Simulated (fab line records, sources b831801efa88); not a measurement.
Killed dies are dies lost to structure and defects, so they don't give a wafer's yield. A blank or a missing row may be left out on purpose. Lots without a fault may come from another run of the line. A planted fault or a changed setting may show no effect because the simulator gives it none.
A struck lot beside a sound one | flow gf180mcu | 21 steps out of a route of 602
Sound: wafers L184.4, L184.5, L184.6. Struck: wafers L191.2, L191.3, L191.4. The cause comes at the end.
At each step with rows: each side's tool, then ch and its chambers, then its first start. Under that, the readings that differ: sound wafers | struck wafers | difference of the means | sigmas: that difference in standard deviations of wafers without a fault.
alike: readings whose means differ by less than 2 such deviations, and words and numbers that are the same on both sides. not compared: withheld readings, readings that some wafer has no value for, bounds like >300 that may hide the same value, and numbers for which the record gives no deviation and whose values overlap.
The two part at a step that has a row with sigmas, a row that says differs or no value, or rows on one side only. Numbers that don't overlap but have no deviation are shown without sigmas and don't part them. A reading that every wafer of one side lacks parts them only if that side has two wafers or more.

first, 2 steps without rows for these wafers: GF_NSD_PEB_05; GF_NSD_DEVELOP_06 (develop time 60 s).
GF_NSD_CD_MEAS_07: target cd 400 nm.
  sound on cd_sem-01, day 15 12:16; struck on cd_sem-02, day 17 13:18
  reading    | sound             | struck            | difference | sigmas
  cd_nm (nm) | 404.8 404.0 405.0 | 397.7 398.0 398.5 | -6.5       | -3
GF_NSD_OVL_MEAS_08:
  sound on overlay-01, day 15 12:20; struck on overlay-01, day 17 13:25
  alike: NSD_OVL
then, 2 steps without rows for these wafers: GF_NSD_IMPLANT_09; GF_NSD_IMPLANT_10.
GF_NSD_STRIP_11: strips in O2/N2.
  sound on plasma_asher-04 ch 0,1, day 15 12:41; struck on plasma_asher-04 ch 0,1, day 17 13:44
  alike: drypump_motor_current_A, heater_power_w, oes_product_au, strip_time_to_endpoint_s
  not compared: rf_hours_counter_h
GF_NSD_TW_MEAS_12:
  sound on film_metro-02, day 15 12:47; struck on film_metro-03, day 17 13:51
  alike: NSD_TW
then, 4 steps without rows for these wafers: GF_PSD_DEHYDRATE_00 (time 60 s); GF_PSD_HMDS_01 (prime time 60 s); GF_PSD_COAT_02 (resist thk 1000 nm); GF_PSD_SOFTBAKE_03 (time 60 s).
GF_PSD_EXPOSE_04: exposes mask Pplus, target cd 400 nm.
  sound on iline_stepper-02 ch 0, day 15 23:50; struck on iline_stepper-02 ch 0, day 18 01:17
  reading | sound                   | struck                  | difference | sigmas
  mask    | Pplus#0 Pplus#0 Pplus#0 | Nplus#0 Nplus#0 Nplus#0 | differs    |
then, 2 steps without rows for these wafers: GF_PSD_PEB_05; GF_PSD_DEVELOP_06 (develop time 60 s).
GF_PSD_CD_MEAS_07: target cd 400 nm.
  sound on cd_sem-02, day 16 10:31; struck on cd_sem-02, day 18 12:44
  reading    | sound             | struck | difference                    | sigmas
  cd_nm (nm) | 403.1 403.3 404.8 | - - -  | no value on the struck wafers |
GF_PSD_OVL_MEAS_08:
  sound on overlay-02, day 16 10:35; struck on overlay-02, day 18 12:51
  reading      | sound       | struck | difference                    | sigmas
  PSD_OVL (nm) | 2.3 2.0 2.9 | - - -  | no value on the struck wafers |
then, 1 step without rows for these wafers: GF_PSD_IMPLANT_09.
GF_PSD_STRIP_10: strips in O2/N2.
  sound on plasma_asher-04 ch 0,1, day 16 10:56; struck on plasma_asher-02 ch 0,1, day 18 13:02
  alike: drypump_motor_current_A, heater_power_w, oes_product_au, strip_time_to_endpoint_s
  not compared: rf_hours_counter_h
GF_PSD_TW_MEAS_11:
  sound on film_metro-02, day 16 11:02; struck on film_metro-03, day 18 13:08
  reading | sound          | struck   | difference | sigmas
  PSD_TW  | 3141 3139 3135 | 30 30 30 | -3108      | -84
then, 1 step without rows for these wafers: GF_PSD_CLEAN_12 (cleans in SC1/SC2, time 150 s).

WHERE THEY PART
First at GF_NSD_CD_MEAS_07; last, within this record, at GF_PSD_TW_MEAS_11.

WHY: what the simulator had put in
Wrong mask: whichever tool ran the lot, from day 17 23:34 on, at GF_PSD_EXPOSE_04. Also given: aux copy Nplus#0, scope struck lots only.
